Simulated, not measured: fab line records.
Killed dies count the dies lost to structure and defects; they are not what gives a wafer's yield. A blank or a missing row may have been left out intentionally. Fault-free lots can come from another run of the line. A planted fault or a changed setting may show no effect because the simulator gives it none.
fab line records | flow sky130
record lots=15 | wafers=45 | last_day=50
route steps=708 shown FIELD_ISO@18 SONOS_ONO@183 RES_XHIGH@341
lots with no fault: from the same line, run without faults
start_h: hours from the record's first day to the start of the lot's first wafer shown | wait_h: how many hours have passed since the lot's step before this one | " repeats the value in the row above | L1.1+2: one row covering several wafers at once | - value missing, or start not given | * or withheld: withheld | < > ~ a bound
route shown NAME@n: a module of which the file shows steps, and the number in the route of the first | usual: mean/standard deviation of fault-free wafers | same: alike in all rows | chamber/n: place in a boat | sites: each site's reading | _std_site: the values' standard deviation | _edge_site: mean of outer sites minus mean of inner sites | radius_mm: how far each site lies from the wafer's centre | mask NAME#n: copy n | behind: the tool/chamber that last shaped the wafer | hold: why the lot went on hold/how many hours it stayed there/how the hold came to an end | device: the transistor (n, p or np) that didn't switch | end of line: tests run on the same wafers once the route is complete | a step given without rows: its recipe and nothing more | killed: dies that structure and defects cost at the first sort, which is not the same as the wafer's yield | map: the dies of a wafer, with x for killed, . for not killed, _ for no die there
set.NAME: the run value of the setting; set.NAME@STEP: its run value at that earlier step | model.NAME: the simulator's own value behind a step, which no gauge read
one table for each step of the route and one row for each wafer, over a sample of lots
services: from which hour (start_h, from the record's first day; less than 0 if before it) a tool's chamber was out of use, for how many hours, and why
## steps
# step SKY_FIELD_ISO_ETCH_17
# recipe target_depth_a=3420 | mask_material=Si3N4 | chemistry=HBr/Cl2/O2 | target=Si | taper_deg=5 | icp_w=600 | bias_w=150 | pressure_mtorr=15 | HBr_flow_sccm=150 | Cl2_flow_sccm=40 | O2_flow_sccm=6 | time_s=97.7
# usual HBr_flow_sccm=149.9/0.42 | O2_flow_sccm=6.000/0.017 | drypump_motor_current_A=5.6/0.43 | oes_product_au=1.000/0.011 | throttle_valve_pct=25.656/0.013
# same time_s=97.7
lot.wafer | tool      | chamber | start_h | wait_h | HBr_flow_sccm | O2_flow_sccm | drypump_motor_current_A | oes_product_au | rf_hours_counter_h | throttle_valve_pct
L766.1    | rie_si-02 | 3       | 39.76   | 0.1    | 149.9         | 5.970        | 5.1                     | 0.991          | 36                 | 25.651
L766.2    | "         | 0       | "       | "      | 149.2         | 5.983        | 6.1                     | 0.972          | 1                  | 25.671
L766.6    | "         | 1       | "       | "      | 149.6         | 6.008        | 5.5                     | 0.997          | -                  | 25.664
L767.2    | rie_si-01 | 0       | 44.83   | 0.1    | 149.6         | 5.980        | 6.1                     | 1.002          | 46                 | 25.658
L767.3    | "         | 1       | "       | "      | 150.9         | 6.014        | 4.9                     | 1.005          | 157                | 25.650
L767.4    | "         | 2       | "       | "      | 149.9         | 5.980        | 5.8                     | 0.998          | 25                 | 25.648
L769.2    | rie_si-01 | 2       | 56.73   | 0.1    | 149.6         | 5.962        | 5.8                     | 1.009          | 26                 | 25.659
L769.3    | "         | 0       | "       | "      | 149.6         | 6.026        | 6.2                     | 1.016          | 46                 | 25.649
L769.5    | "         | 3       | "       | "      | 149.7         | 5.986        | 5.8                     | 0.998          | -                  | 25.638
L770.1    | rie_si-02 | 0       | 62.88   | 0.1    | 150.0         | 6.011        | 6.0                     | 0.978          | 1                  | 25.676
L770.2    | "         | 2       | "       | "      | 150.0         | 6.001        | 5.3                     | 1.012          | 118                | 25.649
L770.5    | "         | 0       | "       | "      | 150.2         | 6.006        | 6.1                     | 0.977          | -                  | 25.660
L771.1    | rie_si-02 | 1       | 66.03   | 0.1    | 149.1         | 5.977        | 5.5                     | 1.002          | 22                 | 25.656
L771.4    | "         | 2       | "       | "      | 150.3         | 5.998        | 5.3                     | 1.008          | 118                | 25.646
L771.6    | "         | 3       | "       | "      | 149.5         | 6.034        | 5.1                     | 1.008          | -                  | 25.642
L772.2    | rie_si-02 | 1       | 75.58   | 0.1    | 149.1         | 6.003        | 5.5                     | 0.985          | 22                 | 25.667
L772.3    | "         | 3       | "       | "      | 150.1         | 6.013        | 5.0                     | 1.002          | 36                 | 25.643
L772.6    | "         | 1       | "       | "      | 150.2         | 6.027        | 5.4                     | 0.983          | -                  | 25.655
L773.3    | rie_si-01 | 1       | 77.13   | 0.0    | 150.1         | 5.985        | 4.9                     | 1.010          | 0                  | 25.640
L773.4    | "         | 2       | "       | "      | 148.9         | 6.030        | 5.8                     | 0.991          | -                  | 25.671
L773.5    | "         | 0       | "       | "      | 149.9         | 5.979        | 6.2                     | 1.012          | -                  | 25.663
L774.2    | rie_si-02 | 1       | 85.68   | 0.1    | 149.7         | 5.996        | 5.5                     | 1.001          | 22                 | 25.667
L774.3    | "         | 3       | "       | "      | 150.4         | 5.996        | 5.0                     | 0.991          | 36                 | 25.674
L774.6    | "         | 1       | "       | "      | 150.0         | 5.981        | 5.5                     | 1.001          | -                  | 25.674
L780.1    | rie_si-01 | 1       | 113.73  | 0.1    | 150.1         | 5.996        | 4.9                     | 1.011          | 1                  | 25.649
L780.2    | "         | 3       | "       | "      | 150.5         | 5.991        | 5.8                     | 1.007          | 1                  | 25.649
L780.4    | "         | 2       | "       | "      | 150.1         | 5.975        | 5.8                     | 0.997          | 26                 | 25.635
L781.1    | rie_si-02 | 1       | 116.31  | 0.1    | 150.3         | 5.995        | 5.5                     | 0.992          | 23                 | 25.679
L781.2    | "         | 3       | "       | "      | 150.0         | 6.006        | 5.0                     | 1.005          | 37                 | 25.671
L781.4    | "         | 1       | "       | "      | 150.5         | 6.004        | 5.5                     | 1.000          | -                  | 25.668
L782.1    | rie_si-02 | 1       | 123.23  | 0.1    | 149.6         | 6.010        | 5.5                     | 0.995          | 23                 | 25.654
L782.2    | "         | 3       | "       | "      | 149.7         | 5.987        | 5.1                     | 1.008          | 37                 | 25.646
L782.6    | "         | 3       | "       | "      | 149.8         | 5.959        | 5.1                     | 1.012          | -                  | 25.638
L783.3    | rie_si-01 | 3       | 128.21  | 0.0    | 150.7         | 5.994        | 5.8                     | 0.995          | 1                  | 25.652
L783.4    | "         | 2       | "       | "      | 150.4         | 6.006        | 5.8                     | 0.996          | 26                 | 25.654
L783.5    | "         | 2       | "       | "      | 149.6         | 5.992        | 5.7                     | 0.992          | -                  | 25.665
L784.3    | rie_si-02 | 3       | 133.58  | 0.0    | 150.4         | 5.993        | 5.1                     | 1.009          | 37                 | 25.651
L784.4    | "         | 0       | "       | "      | 149.6         | 5.989        | 6.1                     | 0.980          | 1                  | 25.679
L784.5    | "         | 0       | "       | "      | 150.2         | 5.998        | 6.1                     | 0.993          | -                  | 25.667
L785.1    | rie_si-01 | 0       | 137.98  | 0.1    | 150.5         | 6.000        | 6.2                     | 1.019          | 46                 | 25.655
L785.2    | "         | 2       | "       | "      | 150.1         | 5.979        | 5.8                     | 1.003          | 26                 | 25.657
L785.5    | "         | 3       | "       | "      | 150.1         | 6.003        | 5.8                     | 1.014          | -                  | 25.645
L786.2    | rie_si-01 | 2       | 144.94  | 0.1    | 150.1         | 6.003        | 5.8                     | 0.996          | 27                 | 25.654
L786.5    | "         | 3       | "       | "      | 149.8         | 5.993        | 5.9                     | 1.012          | -                  | 25.643
L786.6    | "         | 0       | "       | "      | 150.0         | 5.997        | 6.2                     | 1.029          | -                  | 25.630
# step SKY_FIELD_ISO_WET_ETCH_30
# recipe chemistry=dHF | target_depth_nm=25 | target=SiO2 | dilution=10:1 | temp_c=25 | time_s=50
# usual bath_heat_duty_pct=6.0/0.71 | run_length_s=79/3.2 | time_s=50/0
lot.wafer | tool         | chamber | start_h | wait_h | bath_heat_duty_pct | run_length_s | time_s
L766.1    | wet_bench-02 | 1       | 48.09   | 0.0    | 4.5                | 83           | 50
L766.2    | "            | 1       | "       | "      | 4.9                | 83           | 50
L766.6    | "            | 1       | "       | "      | 5.2                | 83           | 50
L767.2    | wet_bench-01 | 1       | 60.57   | 0.0    | 6.1                | 75           | 50
L767.3    | "            | 1       | "       | "      | 5.6                | 75           | 50
L767.4    | "            | 1       | "       | "      | 6.0                | 75           | 50
L769.2    | wet_bench-02 | 3       | 70.97   | 0.0    | 6.3                | 82           | 50
L769.3    | "            | 3       | "       | "      | 6.2                | 82           | 50
L769.5    | "            | 3       | "       | "      | 6.7                | 82           | 50
L770.1    | wet_bench-01 | 3       | 72.43   | 0.0    | 6.4                | 81           | 50
L770.2    | "            | 3       | "       | "      | 6.6                | 81           | 50
L770.5    | "            | 3       | "       | "      | 6.2                | 81           | 50
L771.1    | wet_bench-01 | 3       | 72.43   | 0.0    | 6.8                | 82           | 50
L771.4    | "            | 3       | "       | "      | 5.9                | 82           | 50
L771.6    | "            | 3       | "       | "      | 6.1                | 82           | 50
L772.2    | wet_bench-01 | 1       | 79.67   | 0.0    | -                  | -            | -
L772.3    | "            | 1       | "       | "      | -                  | -            | -
L772.6    | "            | 1       | "       | "      | -                  | -            | -
L773.3    | wet_bench-01 | 0       | 81.18   | 0.0    | -                  | -            | -
L773.4    | "            | 0       | "       | "      | -                  | -            | -
L773.5    | "            | 0       | "       | "      | -                  | -            | -
L774.2    | wet_bench-03 | 3       | 90.16   | 0.0    | -                  | -            | -
L774.3    | "            | 3       | "       | "      | -                  | -            | -
L774.6    | "            | 3       | "       | "      | -                  | -            | -
L780.1    | wet_bench-02 | 3       | 118.48  | 0.0    | 6.1                | 82           | 50
L780.2    | "            | 3       | "       | "      | 5.2                | 82           | 50
L780.4    | "            | 3       | "       | "      | 5.7                | 82           | 50
L781.1    | wet_bench-01 | 3       | 122.54  | 0.0    | 6.5                | 75           | 50
L781.2    | "            | 3       | "       | "      | 7.8                | 75           | 50
L781.4    | "            | 3       | "       | "      | 5.7                | 75           | 50
L782.1    | wet_bench-03 | 3       | 127.29  | 0.0    | 6.1                | 82           | 50
L782.2    | "            | 3       | "       | "      | 5.5                | 82           | 50
L782.6    | "            | 3       | "       | "      | 4.9                | 82           | 50
L783.3    | wet_bench-02 | 0       | 133.97  | 0.0    | 6.9                | 76           | 50
L783.4    | "            | 0       | "       | "      | 6.3                | 76           | 50
L783.5    | "            | 0       | "       | "      | 5.6                | 76           | 50
L784.3    | wet_bench-02 | 1       | 139.23  | 0.0    | 4.9                | 77           | 50
L784.4    | "            | 1       | "       | "      | 4.5                | 77           | 50
L784.5    | "            | 1       | "       | "      | 4.9                | 77           | 50
L785.1    | wet_bench-03 | 0       | 143.97  | 0.0    | 6.8                | 77           | 50
L785.2    | "            | 0       | "       | "      | 7.0                | 77           | 50
L785.5    | "            | 0       | "       | "      | 6.1                | 77           | 50
L786.2    | wet_bench-01 | 0       | 152.91  | 0.0    | 5.9                | 76           | 50
L786.5    | "            | 0       | "       | "      | 6.6                | 76           | 50
L786.6    | "            | 0       | "       | "      | 7.6                | 76           | 50
# step SKY_SONOS_ONO_ETCH_15
# recipe target_depth_nm=19.52 | chemistry=CHF3/O2 | source_w=600 | bias_w=200 | pressure_mtorr=40 | chf3_flow_sccm=50 | O2_flow_sccm=5 | time_s=7.8
# usual O2_flow_sccm=4.999/0.014 | bias_w=200.1/0.61 | drypump_motor_current_A=5.8/0.37 | oes_product_au=1.009/0.012 | throttle_valve_pct=8.826/0.0093
# same time_s=7.8
lot.wafer | tool        | chamber | start_h | wait_h | O2_flow_sccm | bias_w | drypump_motor_current_A | oes_product_au | rf_hours_counter_h | throttle_valve_pct
L766.1    | rie_diel-02 | 1       | 302.10  | 0.0    | 4.992        | 200.1  | 6.0                     | 1.023          | 24                 | 8.814
L766.2    | "           | 2       | "       | "      | 4.982        | 198.9  | 5.1                     | 1.004          | 101                | 8.823
L766.6    | "           | 2       | "       | "      | 4.980        | 200.3  | 5.1                     | 0.990          | -                  | 8.831
L767.2    | rie_diel-02 | 0       | 323.32  | 0.0    | 4.998        | 200.6  | 5.6                     | 1.001          | 83                 | 8.835
L767.3    | "           | 3       | "       | "      | 5.005        | 200.1  | 6.3                     | 1.000          | 85                 | 8.831
L767.4    | "           | 2       | "       | "      | 5.036        | 200.0  | 5.1                     | 1.008          | 101                | 8.828
L770.1    | rie_diel-02 | 0       | 337.72  | 0.0    | 4.989        | 200.4  | 5.6                     | 0.999          | 83                 | 8.812
L770.2    | "           | 1       | "       | "      | 5.005        | 200.0  | 6.0                     | 0.998          | 25                 | 8.829
L770.5    | "           | 0       | "       | "      | 4.996        | 199.6  | 5.6                     | 1.001          | -                  | 8.818
L769.2    | rie_diel-03 | 2       | 340.02  | 0.0    | 4.992        | 200.1  | 5.6                     | 1.009          | 3                  | 8.817
L769.3    | "           | 3       | "       | "      | 5.016        | 200.1  | 6.5                     | 0.995          | 33                 | 8.825
L769.5    | "           | 0       | "       | "      | 5.016        | 199.3  | 6.2                     | 0.994          | -                  | 8.844
L771.1    | rie_diel-01 | 3       | 341.37  | 0.0    | 4.989        | 199.4  | 5.3                     | 1.007          | 0                  | 8.836
L771.4    | "           | 0       | "       | "      | 4.984        | 198.8  | 5.7                     | 1.008          | 4                  | 8.803
L771.6    | "           | 1       | "       | "      | 5.014        | 199.2  | 5.8                     | 1.033          | -                  | 8.835
L780.1    | rie_diel-01 | 1       | 412.52  | 0.0    | 4.978        | 200.0  | 5.8                     | 1.015          | 7                  | 8.823
L780.2    | "           | 2       | "       | "      | 4.999        | 199.8  | 6.0                     | 1.012          | 11                 | 8.820
L780.4    | "           | 3       | "       | "      | 4.988        | 200.3  | 5.3                     | 0.997          | 1                  | 8.820
L781.1    | rie_diel-01 | 3       | 418.72  | 0.0    | 5.005        | 200.5  | 5.2                     | 0.999          | 1                  | 8.818
L781.2    | "           | 2       | "       | "      | 5.004        | 200.5  | 6.0                     | 1.017          | 11                 | 8.834
L781.4    | "           | 1       | "       | "      | 5.006        | 199.3  | 5.8                     | 1.012          | 7                  | 8.843
L782.1    | rie_diel-02 | 1       | 427.42  | 0.0    | 5.010        | 199.9  | 5.9                     | 1.012          | 26                 | 8.824
L782.2    | "           | 0       | "       | "      | 4.994        | 199.4  | 5.5                     | 0.990          | 85                 | 8.818
L782.6    | "           | 1       | "       | "      | 5.009        | 200.5  | 5.9                     | 1.007          | -                  | 8.824
L783.3    | rie_diel-01 | 3       | 432.75  | 0.0    | 5.004        | 199.6  | 5.3                     | 1.022          | 1                  | 8.832
L783.4    | "           | 1       | "       | "      | 5.026        | 199.8  | 5.8                     | 1.025          | 7                  | 8.831
L783.5    | "           | 0       | "       | "      | 4.992        | 198.8  | 5.7                     | 1.016          | -                  | 8.824
L784.3    | rie_diel-01 | 0       | 443.17  | 0.0    | 4.995        | 199.5  | 5.7                     | 1.004          | 6                  | 8.828
L784.4    | "           | 2       | "       | "      | 5.001        | 201.3  | 6.0                     | 1.029          | 11                 | 8.813
L784.5    | "           | 0       | "       | "      | 5.027        | 199.6  | 5.7                     | 1.008          | -                  | 8.839
L785.1    | rie_diel-01 | 2       | 449.05  | 0.0    | 4.979        | 199.7  | 6.0                     | 1.014          | 11                 | 8.833
L785.2    | "           | 0       | "       | "      | 4.999        | 199.9  | 5.6                     | 0.992          | 6                  | 8.828
L785.5    | "           | 1       | "       | "      | 4.987        | 200.3  | 5.8                     | 1.019          | -                  | 8.821
L786.2    | rie_diel-02 | 1       | 475.65  | 0.0    | 5.004        | 200.2  | 5.9                     | 1.006          | 27                 | 8.817
L786.5    | "           | 2       | "       | "      | 5.000        | 201.5  | 5.1                     | 1.006          | -                  | 8.835
L786.6    | "           | 1       | "       | "      | 5.016        | 200.5  | 5.9                     | 1.005          | -                  | 8.824
# step SKY_RES_XHIGH_TW_MEAS_09
# usual RES_XHIGH_TW=1652/18
lot.wafer | tool          | chamber | start_h | wait_h | RES_XHIGH_TW
L766.1    | film_metro-04 | -       | 642.69  | 0.1    | 1645
L766.2    | "             | -       | "       | "      | 1632
L766.6    | "             | -       | "       | "      | 1641
L767.2    | film_metro-04 | -       | 661.50  | 0.1    | 1629
L767.3    | "             | -       | "       | "      | 1642
L767.4    | "             | -       | "       | "      | 1631
L770.1    | film_metro-04 | -       | 677.11  | 0.1    | 1651
L770.2    | "             | -       | "       | "      | 1646
L770.5    | "             | -       | "       | "      | 1643
L769.2    | film_metro-02 | -       | 678.35  | 0.1    | 1650
L769.3    | "             | -       | "       | "      | 1650
L769.5    | "             | -       | "       | "      | 1655
L771.1    | film_metro-04 | -       | 681.21  | 0.1    | 1653
L771.4    | "             | -       | "       | "      | 1650
L771.6    | "             | -       | "       | "      | 1647
L780.1    | film_metro-01 | -       | 747.16  | 0.1    | 1649
L780.2    | "             | -       | "       | "      | 1651
L780.4    | "             | -       | "       | "      | 1649
L781.1    | film_metro-04 | -       | 755.54  | 0.1    | 1629
L781.2    | "             | -       | "       | "      | 1627
L781.4    | "             | -       | "       | "      | 1630
L782.1    | film_metro-01 | -       | 763.14  | 0.1    | 1670
L782.2    | "             | -       | "       | "      | 1662
L782.6    | "             | -       | "       | "      | 1656
L783.3    | film_metro-04 | -       | 768.71  | 0.1    | 1629
L783.4    | "             | -       | "       | "      | 1631
L783.5    | "             | -       | "       | "      | 1636
L784.3    | film_metro-04 | -       | 772.01  | 0.1    | 1636
L784.4    | "             | -       | "       | "      | 1627
L784.5    | "             | -       | "       | "      | 1640
L785.1    | film_metro-02 | -       | 780.91  | 0.1    | 1655
L785.2    | "             | -       | "       | "      | 1651
L785.5    | "             | -       | "       | "      | 1650
L786.2    | film_metro-04 | -       | 804.40  | 0.1    | 1633
L786.5    | "             | -       | "       | "      | 1640
L786.6    | "             | -       | "       | "      | 1639
## services
tool         | chamber | start_h | hours | kind
rie_diel-01  | -       | 32.53   | 2.8   | pm
rie_si-01    | 3       | 59.13   | 29.2  | repair
rie_si-02    | 2       | 72.51   | 9.1   | repair
rie_si-02    | 0       | 108.28  | 14.3  | repair
rie_si-02    | 1       | 152.40  | 1.9   | repair
rie_si-02    | -       | 159.30  | 0.3   | repair
rie_diel-01  | 0       | 178.32  | 5.1   | repair
rie_si-02    | 3       | 179.15  | 6.8   | repair
rie_diel-01  | 1       | 180.47  | 4.9   | repair
rie_si-02    | 3       | 217.57  | 8.1   | repair
rie_si-02    | 0       | 220.01  | 4.1   | repair
rie_si-01    | 0       | 226.33  | 17.9  | repair
rie_diel-01  | 1       | 242.61  | 7.0   | repair
rie_si-01    | 2       | 243.09  | 3.2   | repair
rie_si-02    | 0       | 260.86  | 4.0   | repair
rie_diel-01  | 1       | 274.37  | 1.6   | repair
rie_diel-01  | 3       | 282.13  | 5.2   | repair
rie_si-02    | -       | 286.90  | 2.8   | pm
rie_diel-01  | 0       | 287.58  | 23.2  | repair
rie_diel-01  | -       | 336.63  | 3.1   | repair
wet_bench-01 | -       | 414.56  | 4.4   | pm
rie_si-01    | 1       | 421.73  | 9.4   | repair
rie_si-01    | 1       | 450.53  | 7.7   | repair
rie_si-01    | -       | 454.52  | 0.6   | repair
## key
first_sign step=SKY_FIELD_ISO_WET_ETCH_30 | reading=tool_record | direction=missing
effect none on later readings
met_at SKY_FIELD_ISO_WET_ETCH_30
struck_lots L772,L773,L774
later_rows_left_out L772.2,L772.3,L772.6,L773.3,L773.4,L773.5,L774.2,L774.3,L774.6
sort_left_out L772.2,L772.3,L772.6,L773.3,L773.4,L773.5,L774.2,L774.3,L774.6
tester_left_out L772,L773,L774
not_acting_at SKY_FIELD_ISO_ETCH_17,SKY_SONOS_ONO_ETCH_15,SKY_RES_XHIGH_TW_MEAS_09
onset_between 72.43 79.67
fault kind=skipped_step_whole | tool=wet_bench-01,wet_bench-03 | chamber=- | onset_h=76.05 | steps=SKY_FIELD_ISO_WET_ETCH_30 | scope=struck_lots_only
# tester_left_out: of these lots the tester's yield and bins aren't shown, on N5 and GAA mostly nor the transistor test; their killed dies are dies lost to structure and defects alone, not to doping, threshold or leakage, so they don't give the yield
# sort_left_out: the simulated sort isn't trusted on such a fault, so these wafers' sort isn't shown, and their yield isn't known
# later_rows_left_out: the simulator's readings of these wafers behind a module that went badly wrong aren't trusted and aren't shown, but for the sort
